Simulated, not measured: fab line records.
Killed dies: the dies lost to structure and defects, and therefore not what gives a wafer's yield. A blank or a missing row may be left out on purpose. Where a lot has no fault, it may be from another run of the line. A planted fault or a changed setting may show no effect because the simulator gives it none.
2 desks, one fault ; flow gf180mcu ; numbers are kept per desk, each desk with only its own; the story behind them comes last

## FOR THE TOOL OWNER'S DESK: pvd sputter-01
The tool's own readings at GF_MIM_SPUTTER_08 (material AlCu, target thk 200 nm, time 10.6 s): means of the sampled wafers that have a number, for each lot that ran on this tool. A lot is out of limits, marked OUT, if its mean lies more than 4 standard deviations from the usual mean; the brackets give that distance.
Columns: A = cathode dc power W at GF_MIM_SPUTTER_08, usual 10600 W; B = throttle valve pct at GF_MIM_SPUTTER_08, usual 29.5 %
lot;first seen here;A;B
L588;day 24 20:49;10599;30.2
L589;day 25 08:58;10598;29.6
L595;day 27 07:17;10599;29.9
L598;day 28 07:11;10601;29.6
L603;day 29 14:44;11670 (+99 or more) OUT;29.7
L608;day 30 21:17;11669 (+99 or more) OUT;29.6
Finding of this desk: L603, L608 out of limits; the first was L603 at day 29 14:44, on cathode dc power W at GF_MIM_SPUTTER_08. In limits: L588, L589, L595, L598.

## METROLOGY DESK
What the gauges read, lot by lot, whatever tool the lot ran on: means of the sampled wafers that have a number. A lot is out of limits, marked OUT, if its mean lies more than 4 standard deviations from the usual mean; the brackets give that distance.
Columns: A = M4_OVL at GF_M4_OVL_MEAS_15, usual 4 nm; B = MIM_ALCU_RS at GF_MIM_RS_MEAS_10, usual 0.1601 ohm/sq; C = MIM_ALCU_THK at GF_MIM_THK_MEAS_11, usual 196.6 nm
lot;first seen here;A;B;C
L588;day 23 19:55;-3;0.1601;195.0
L589;day 24 07:26;-3;0.1608;198.4
L592;day 25 11:58;5;0.1600;197.6
L594;day 26 01:58;9;0.1613;194.3
L595;day 26 07:30;3;0.1605;196.5
L598;day 27 07:33;13;0.1584;197.0
L603;day 28 15:47;4;0.1452 (-9.3) OUT;215.6 (+9.1) OUT
L604;day 28 22:38;14;0.1601;198.8
L608;day 29 23:20;2;0.1449 (-9.5) OUT;215.0 (+8.8) OUT
L610;day 30 10:46;9;0.1602;196.4
This desk's finding: out of limits on L603, L608; first on L603, day 29 14:47 (MIM_ALCU_RS at GF_MIM_RS_MEAS_10). In limits: L588, L589, L592, L594, L595, L598, L604, L610.

## ALL TOGETHER
At day 29 14:44, on L603, L608, the tool owner's desk was in a position to raise an alarm.
Metrology desk: alarm possible at day 29 14:47 on L603, L608.
Of the lots named, all ran GF_MIM_SPUTTER_08 on pvd sputter-01.

## WHAT THE SIMULATOR HAD PUT IN
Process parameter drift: pvd sputter-01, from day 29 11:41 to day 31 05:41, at GF_MIM_SPUTTER_08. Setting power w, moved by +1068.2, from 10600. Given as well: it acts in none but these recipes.
Lots struck among those shown: L603, L608.
Counting hours from when the fault started, the first reading out of limits came at 3 for the tool owner's desk and at 3 for the metrology desk.
